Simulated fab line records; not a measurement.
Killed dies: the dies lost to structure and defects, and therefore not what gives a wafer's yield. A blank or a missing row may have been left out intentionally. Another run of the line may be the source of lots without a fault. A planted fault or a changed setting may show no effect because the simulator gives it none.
What tool caused it? -- flow sky130 -- 24 lots with 72 wafers sampled at 6 steps, on a route of 708 steps

WHAT THE GAUGES SHOWED, per wafer
SKY_SONOS_TUNNEL_TW_MEAS_12. Usual: SONOS_TUNNEL_TW gives 196.6 (standard deviation 2).
lot,measured,on,SONOS_TUNNEL_TW,flag
L074,day 11 09:09,filmMetro-04,197.5 196.8 197.9,
L075,day 11 15:42,filmMetro-04,195.9 195.8 196.3,
L076,day 12 05:23,filmMetro-01,198.3 198.6 198.8,
L077,day 12 06:31,filmMetro-04,196.0 197.0 195.7,
L078,day 12 17:12,filmMetro-03,193.6 193.1 192.4,
L079,day 12 22:16,filmMetro-01,198.2 198.2 198.5,
L080,day 13 05:38,filmMetro-03,195.2 194.1 194.4,
L081,day 13 16:19,filmMetro-04,196.5 198.1 197.1,
L082,day 14 04:41,filmMetro-03,193.5 193.7 193.8,
L083,day 14 22:37,filmMetro-03,195.1 193.6 194.9,
L084,day 15 02:19,filmMetro-01,198.2 199.0 200.0,
L085,day 14 23:24,filmMetro-01,196.9 197.6 197.6,
L086,day 15 03:44,filmMetro-01,199.1 199.2 199.3,
L087,day 15 21:07,filmMetro-03,194.8 195.3 194.3,
L088,day 16 04:20,filmMetro-03,196.4 195.5 196.1,
L089,day 16 06:13,filmMetro-03,196.9 196.1 197.0,
L090,day 16 12:43,filmMetro-04,197.9 197.1 198.4,
L091,day 17 06:55,filmMetro-01,199.7 198.2 199.0,
L092,day 17 09:20,filmMetro-03,194.9 194.3 193.1,
L093,day 17 14:21,filmMetro-01,200.4 198.1 198.4,
L094,day 18 00:14,filmMetro-01,199.2 197.8 198.2,
L095,day 18 05:25,filmMetro-04,195.6 194.7 194.4,
L096,day 18 18:15,filmMetro-04,193.3 194.8 194.8,
L097,day 19 01:14,filmMetro-04,197.5 197.7 198.0,

SKY_LDD_LDN_TW_MEAS_13. Usual: LDD_LDN_TW gives 1479 (standard deviation 11).
lot,measured,on,LDD_LDN_TW,flag
L074,day 22 19:24,filmMetro-01,1498 1497 1488,
L075,day 23 00:14,filmMetro-02,1471 1470 1471,
L076,day 23 17:50,filmMetro-02,1467 1472 1471,
L077,day 23 22:37,filmMetro-01,1480 1480 1481,
L078,day 24 22:20,filmMetro-01,1482 1487 1495,
L079,day 24 22:30,filmMetro-02,1468 1470 1464,
L080,day 25 05:51,filmMetro-02,1456 1466 1467,
L081,day 25 13:01,filmMetro-02,1467 1470 1467,
L082,day 26 00:08,filmMetro-02,1461 1474 1472,
L083,day 26 14:53,filmMetro-02,1467 1472 1472,
L084,day 26 22:23,filmMetro-04,1478 1477 1482,
L085,day 26 19:10,filmMetro-01,1486 1485 1486,
L086,day 27 01:47,filmMetro-01,1492 1499 1490,
L087,day 27 15:05,filmMetro-01,1498 1489 1491,
L088,day 28 01:34,filmMetro-04,1476 1475 1474,
L089,day 28 13:30,filmMetro-01,1487 1489 1489,
L090,day 28 17:38,filmMetro-01,1490 1483 1487,
L091,day 29 01:28,filmMetro-02,1467 1467 1463,
L092,day 29 09:04,filmMetro-04,1475 1477 1476,
L093,day 29 11:30,filmMetro-01,1502 1498 1502,
L094,day 29 15:55,filmMetro-04,1482 1487 1490,
L095,day 29 21:54,filmMetro-04,1476 1475 1483,
L096,day 30 11:27,filmMetro-02,1461 1461 1466,
L097,day 31 02:49,filmMetro-02,1480 1473 1478,

SKY_METAL4_CD_MEAS_13: the cd target is 300 nm. Usual: cdNm at 300.4 nm, with a standard deviation of 1.2.
lot,measured,on,cdNm (nm),flag
L074,day 41 17:08,cdSem-01,301.5 300.1 299.8,
L075,day 41 17:33,cdSem-02,302.1 301.3 301.3,
L076,day 42 11:13,cdSem-01,299.4 299.8 298.8,
L077,day 42 13:44,cdSem-01,299.5 300.7 300.0,
L078,day 43 08:27,cdSem-02,298.3 296.1 298.3,
L079,day 43 09:41,cdSem-01,301.1 302.6 300.9,
L080,day 43 13:41,cdSem-01,300.8 301.2 300.1,
L081,day 43 18:41,cdSem-02,301.9 303.3 301.7,
L082,day 44 03:51,cdSem-02,299.8 299.2 300.9,
L083,day 44 18:08,cdSem-02,301.3 299.0 300.5,
L084,day 45 00:17,cdSem-02,300.4 301.0 300.6,
L085,day 44 23:25,cdSem-02,299.0 301.0 300.7,
L086,day 45 00:38,cdSem-02,299.9 300.2 300.4,
L087,day 45 13:17,cdSem-01,302.1 300.5 299.1,
L088,day 45 19:27,cdSem-01,300.9 300.6 300.8,
L089,day 46 01:08,cdSem-02,300.2 298.4 299.2,
L090,day 46 07:37,cdSem-02,300.7 301.5 301.7,
L091,day 46 12:29,cdSem-02,297.6 299.6 298.5,
L092,day 46 17:46,cdSem-01,300.3 300.1 300.2,
L093,day 46 19:59,cdSem-02,302.1 300.9 302.0,
L094,day 46 22:16,cdSem-02,301.5 301.5 300.1,
L095,day 47 01:16,cdSem-02,300.3 300.8 300.5,
L096,day 47 12:11,cdSem-01,300.9 301.0 299.4,
L097,day 47 23:36,cdSem-01,299.5 299.9 301.6,

WHAT TOOL EACH LOT RAN ON (gives the tool, then ch and the chambers of the sampled wafers, and finally the start)
lot,SKY_FIELD_ISO_CMP_27,SKY_METAL2_SPUTTER_03,SKY_METAL4_SPUTTER_02
L074,"cmp-02 ch 1,2,3, day 2 12:01","pvdSputter-04, day 33 22:13","pvdSputter-03, day 39 15:30"
L075,"cmp-01 ch 1,2, day 2 14:53","pvdSputter-02, day 33 23:47","pvdSputter-01, day 39 16:40"
L076,"cmp-02 ch 0,1,2, day 2 21:59","pvdSputter-04, day 34 20:41","pvdSputter-04, day 40 10:44"
L077,"cmp-01 ch 1,2,3, day 3 02:55","pvdSputter-01, day 34 22:01","pvdSputter-03, day 40 13:35"
L078,"cmp-02 ch 0,2,3, day 3 07:38","pvdSputter-04, day 35 20:11","pvdSputter-03, day 41 09:02"
L079,"cmp-02 ch 0,2,3, day 3 13:27","pvdSputter-04, day 35 22:04","pvdSputter-01, day 41 10:30"
L080,"cmp-01 ch 0,1,3, day 3 17:34","pvdSputter-01, day 36 02:08","pvdSputter-01, day 41 14:42"
L081,"cmp-01 ch 0,1,3, day 3 22:13","pvdSputter-02, day 36 07:32","pvdSputter-01, day 41 19:37"
L082,"cmp-02 ch 1,2,3, day 4 03:45","pvdSputter-01, day 36 20:32","pvdSputter-01, day 42 05:40"
L083,"cmp-02 ch 0,2,3, day 4 17:32","pvdSputter-01, day 37 09:23","pvdSputter-03, day 42 19:20"
L084,"cmp-01 ch 0,2,3, day 4 19:02","pvdSputter-02, day 37 17:20","pvdSputter-03, day 43 02:51"
L085,"cmp-02 ch 0,1,2, day 4 19:02","pvdSputter-04, day 37 16:38","pvdSputter-04, day 43 01:37"
L086,"cmp-02 ch 0,2, day 4 21:57","pvdSputter-04, day 37 18:20","pvdSputter-04, day 43 03:08"
L087,"cmp-01 ch 1,2,3, day 5 09:01","pvdSputter-02, day 38 11:05","pvdSputter-03, day 43 17:45"
L088,"cmp-02 ch 1,2, day 5 13:37","pvdSputter-02, day 38 17:58","pvdSputter-04, day 44 00:03"
L089,"cmp-01 ch 0,1,2, day 5 15:30","pvdSputter-02, day 39 00:25","pvdSputter-03, day 44 05:47"
L090,"cmp-01 ch 0,2,3, day 5 21:37","pvdSputter-01, day 39 06:41","pvdSputter-03, day 44 11:56"
L091,"cmp-02 ch 1,2, day 6 06:22","pvdSputter-02, day 39 14:01","pvdSputter-03, day 44 18:00"
L092,"cmp-02 ch 0,3, day 6 09:18","pvdSputter-01, day 39 18:21","pvdSputter-04, day 44 22:53"
L093,"cmp-02 ch 0,2, day 6 13:21","pvdSputter-04, day 39 21:23","pvdSputter-04, day 45 01:46"
L094,"cmp-01 ch 0,3, day 6 18:02","pvdSputter-01, day 40 00:50","pvdSputter-03, day 45 04:35"
L095,"cmp-02 ch 0,1,2, day 6 23:55","pvdSputter-02, day 40 05:59","pvdSputter-04, day 45 07:35"
L096,"cmp-02 ch 0,2, day 7 06:53","pvdSputter-04, day 40 18:38","pvdSputter-01, day 45 19:09"
L097,"cmp-02 ch 1,3, day 7 11:55","pvdSputter-04, day 41 08:56","pvdSputter-01, day 46 07:04"
- SKY_FIELD_ISO_CMP_27: polishes, stops on Si3N4, t overpolish 16 s, target thk 457.8 nm.
- SKY_METAL2_SPUTTER_03: material Ti, target thk 5 nm, time 3.3 s.
- SKY_METAL4_SPUTTER_02: material AlCu, target thk 735 nm, time 39.1 s.

WHAT THE TOOLS THEMSELVES READ (means of the sampled wafers that have a number; where no wafer has one, the mark that the record gives instead)
SKY_FIELD_ISO_CMP_27. Usual: edgeZonePressureFrac 0.999, standard deviation 0.0046; motorCurrentA 12.5 A, standard deviation 1.6; overpolishRunS 16.000 s, standard deviation 0.01; timeToEndpointS 112 s, standard deviation 4.2.
lot,tool,edgeZonePressureFrac,motorCurrentA (A),overpolishRunS (s),timeToEndpointS (s),flag
L074,cmp-02,0.998,11.8,15.997,110,
L075,cmp-01,0.997,12.1,15.999,116,
L076,cmp-02,0.999,12.9,15.998,109,
L077,cmp-01,0.999,11.5,15.998,118,
L078,cmp-02,1.002,12.1,16.000,108,
L079,cmp-02,1.002,12.2,16.003,110,
L080,cmp-01,1.000,12.6,15.998,117,
L081,cmp-01,1.001,12.9,15.993,118,
L082,cmp-02,0.999,12.0,15.996,114,
L083,cmp-02,1.001,12.7,16.005,113,
L084,cmp-01,0.997,13.1,15.998,110,
L085,cmp-02,1.000,13.0,15.998,109,
L086,cmp-02,1.003,12.2,16.005,111,
L087,cmp-01,0.998,11.6,16.005,115,
L088,cmp-02,1.000,11.6,15.996,118,
L089,cmp-01,1.000,13.4,15.999,110,
L090,cmp-01,1.000,13.3,15.999,108,
L091,cmp-02,0.999,12.1,16.015,112,
L092,cmp-02,0.996,13.0,15.992,107,
L093,cmp-02,1.004,13.6,15.996,112,
L094,cmp-01,1.001,14.3,16.000,107,
L095,cmp-02,1.001,12.8,15.997,114,
L096,cmp-02,0.997,12.1,16.005,110,
L097,cmp-02,0.993,11.9,16.009,111,

SKY_METAL2_SPUTTER_03. Usual: throttleValvePct at 30.1 %, with a standard deviation of 1.2.
lot,tool,throttleValvePct (%),flag
L074,pvdSputter-04,29.5,
L075,pvdSputter-02,29.0,
L076,pvdSputter-04,29.6,
L077,pvdSputter-01,31.8,
L078,pvdSputter-04,29.0,
L079,pvdSputter-04,29.1,
L080,pvdSputter-01,30.1,
L081,pvdSputter-02,30.1,
L082,pvdSputter-01,30.0,
L083,pvdSputter-01,30.5,
L084,pvdSputter-02,30.4,
L085,pvdSputter-04,29.6,
L086,pvdSputter-04,30.1,
L087,pvdSputter-02,31.2,
L088,pvdSputter-02,30.4,
L089,pvdSputter-02,30.0,
L090,pvdSputter-01,31.8,
L091,pvdSputter-02,30.3,
L092,pvdSputter-01,31.9,
L093,pvdSputter-04,29.6,
L094,pvdSputter-01,31.5,
L095,pvdSputter-02,30.0,
L096,pvdSputter-04,29.7,
L097,pvdSputter-04,29.6,

SKY_METAL4_SPUTTER_02. Usual: throttleValvePct at 30.3 %, with a standard deviation of 1.2.
lot,tool,throttleValvePct (%),flag
L074,pvdSputter-03,30.1,
L075,pvdSputter-01,31.0,
L076,pvdSputter-04,29.7,
L077,pvdSputter-03,30.2,
L078,pvdSputter-03,30.7,
L079,pvdSputter-01,30.9,
L080,pvdSputter-01,30.1,
L081,pvdSputter-01,30.0,
L082,pvdSputter-01,30.3,
L083,pvdSputter-03,30.8,
L084,pvdSputter-03,31.5,
L085,pvdSputter-04,29.4,
L086,pvdSputter-04,29.4,
L087,pvdSputter-03,30.1,
L088,pvdSputter-04,29.4,
L089,pvdSputter-03,30.2,
L090,pvdSputter-03,30.4,
L091,pvdSputter-03,30.2,
L092,pvdSputter-04,29.0,
L093,pvdSputter-04,29.2,
L094,pvdSputter-03,30.2,
L095,pvdSputter-04,29.3,
L096,pvdSputter-01,30.6,
L097,pvdSputter-01,30.5,

THE ANSWER, worked out from the rows above alone
Rule: take the mean of a lot's wafers that have a number; if it is more than 3 standard deviations from the usual mean, the lot is off. Also off: a lot with no number at a reading for which 4 or more lots have one. All remaining lots with rows at the step are treated as sound. The gauges are gone through in route order, then the tools' own readings, and for those a lot's mean is taken as printed above. At the first step where some lot is off, the reading lying furthest off is the one used; lots without a number count as furthest.
Across all readings shown, no lot is off: no conclusion can be drawn from this.

WHAT WAS PUT IN BY THE SIMULATOR
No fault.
